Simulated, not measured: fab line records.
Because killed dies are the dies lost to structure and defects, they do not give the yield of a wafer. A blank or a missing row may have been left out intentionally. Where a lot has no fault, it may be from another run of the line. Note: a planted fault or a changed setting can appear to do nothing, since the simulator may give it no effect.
The tool behind it: which one?    flow sky130    13 lots, 39 wafers sampled, at 4 steps of a route of 708

WHAT EACH GAUGE READ, for each wafer
SKY_SD_P_TW_MEAS_11.
lot   measured      on             SD_P_TW
L668  day 26 19:10  film metro-03  2792 2792 2801
L667  day 26 19:54  film metro-04  2810 2822 2840
L669  day 27 07:58  film metro-02  2829 2824 2821
L670  day 27 10:40  film metro-04  2806 2809 2802
L671  day 27 18:40  film metro-02  2809 2814 2805
L674  day 28 21:33  film metro-02  2830 2832 2827
L675  day 29 01:00  film metro-04  2842 2823 2828
L676  day 29 04:07  film metro-04  2834 2842 2834
L677  day 29 13:22  film metro-02  2832 2820 2829
L679  day 30 18:21  film metro-03  2798 2796 2800
L688  day 33 10:21  film metro-02  2829 2821 2816
L689  day 33 13:10  film metro-03  2781 2798 2815
L690  day 33 18:05  film metro-03  2784 2778 2804

SKY_SD_N_RS_MEAS_18: measures by four-point-probe.
lot   measured      on             RES_XHIGH_RS (ohm/sq)
L668  day 29 06:35  film metro-02  333.2 333.7 332.7
L667  day 29 07:08  film metro-03  334.5 334.7 335.6
L669  day 29 18:39  film metro-04  331.9 332.8 331.3
L670  day 29 21:34  film metro-02  335.0 336.2 335.0
L671  day 30 05:14  film metro-03  333.3 334.6 334.1
L674  day 31 06:50  film metro-02  334.4 334.3 335.2
L675  day 31 10:32  film metro-04  332.9 333.2 333.6
L676  day 31 13:00  film metro-04  330.9 330.7 329.6
L677  day 31 23:19  film metro-04  331.1 331.2 331.0
L679  day 33 03:35  film metro-04  333.6 333.4 332.6
L688  day 35 17:03  film metro-03  333.2 332.7 333.3
L689  day 35 19:35  film metro-04  336.1 334.7 334.7
L690  day 36 00:50  film metro-02  333.8 334.4 332.3

WHAT TOOL EACH LOT RAN ON (gives the tool, then ch and the chambers of the sampled wafers, and finally the start)
lot   SKY_LDD_LDN_EXPOSE_04                SKY_SD_N_STRIP_11
L668  iline stepper-01 ch 0, day 23 12:32  plasma asher-04 ch 0, day 29 05:58
L667  iline stepper-02 ch 0, day 23 12:47  plasma asher-04 ch 0,1, day 29 06:30
L669  iline stepper-02 ch 0, day 24 02:34  plasma asher-04 ch 0,1, day 29 18:01
L670  iline stepper-01 ch 0, day 24 04:17  plasma asher-04 ch 0,1, day 29 20:56
L671  iline stepper-01 ch 0, day 24 14:21  plasma asher-02 ch 0, day 30 04:35
L674  iline stepper-02 ch 0, day 25 15:20  plasma asher-04 ch 0,1, day 31 06:13
L675  iline stepper-01 ch 0, day 25 21:38  plasma asher-02 ch 1, day 31 09:55
L676  iline stepper-02 ch 0, day 26 01:17  plasma asher-02 ch 1, day 31 12:22
L677  iline stepper-01 ch 0, day 26 10:36  plasma asher-02 ch 0,1, day 31 22:41
L679  iline stepper-02 ch 0, day 27 15:51  plasma asher-03 ch 0,1, day 33 02:57
L688  iline stepper-01 ch 0, day 30 11:06  plasma asher-03 ch 1, day 35 16:25
L689  iline stepper-01 ch 0, day 30 13:36  plasma asher-02 ch 0,1, day 35 18:56
L690  iline stepper-02 ch 0, day 30 17:50  plasma asher-02 ch 0,1, day 36 00:11
- SKY_LDD_LDN_EXPOSE_04: exposes mask LDNTM, target cd 700 nm.
- SKY_SD_N_STRIP_11: strips in O2/N2.

AS READ BY THE TOOLS THEMSELVES (means over the sampled wafers that have a number; for cases with no such wafer, the mark the record gives instead)
SKY_LDD_LDN_EXPOSE_04.
lot   tool              stage vel mm s (mm/s)
L668  iline stepper-01  500.09
L667  iline stepper-02  500.25
L669  iline stepper-02  499.92
L670  iline stepper-01  499.96
L671  iline stepper-01  499.91
L674  iline stepper-02  499.89
L675  iline stepper-01  500.21
L676  iline stepper-02  499.91
L677  iline stepper-01  499.84
L679  iline stepper-02  499.72
L688  iline stepper-01  500.20
L689  iline stepper-01  500.07
L690  iline stepper-02  500.13

SKY_SD_N_STRIP_11.
lot   tool             drypump motor current A (A)  oes product au (a.u.)  strip time to endpoint s (s)
L668  plasma asher-04  6.17                         0.534                  22.49
L667  plasma asher-04  6.01                         0.525                  22.49
L669  plasma asher-04  6.01                         0.523                  22.51
L670  plasma asher-04  5.85                         0.528                  22.49
L671  plasma asher-02  5.68                         0.523                  22.48
L674  plasma asher-04  6.01                         0.524                  22.56
L675  plasma asher-02  6.36                         0.526                  22.50
L676  plasma asher-02  6.34                         0.525                  22.51
L677  plasma asher-02  5.89                         0.533                  22.57
L679  plasma asher-03  5.64                         0.526                  22.56
L688  plasma asher-03  5.61                         0.531                  22.52
L689  plasma asher-02  5.88                         0.526                  22.53
L690  plasma asher-02  6.13                         0.529                  22.57

THE ANSWER, worked out from the rows above alone
Rule: usual is defined by the lots themselves. Put in order of their means at a reading, lots are off if they are a third of the lots or fewer, leave a main group of 4 or more, and stand apart from it by a gap of 3 or more times the standard deviation of the main group's means; of several such gaps the widest counts. Not used: any main group whose means are identical at the precision the tables above print for the reading. A lot without any number at a reading at which 4 lots or more have one is off too. Where the step has rows for the other lots, those lots are counted as sound. First the gauges in route order, then the tools' own readings, where a lot's mean is used as printed above. The first step at which some lot is off is used, and at that step the reading that is off furthest; a lot without a number counts as furthest.
Across all readings shown, no lot is off: no conclusion can be drawn from this.

WHAT WAS PUT IN BY THE SIMULATOR
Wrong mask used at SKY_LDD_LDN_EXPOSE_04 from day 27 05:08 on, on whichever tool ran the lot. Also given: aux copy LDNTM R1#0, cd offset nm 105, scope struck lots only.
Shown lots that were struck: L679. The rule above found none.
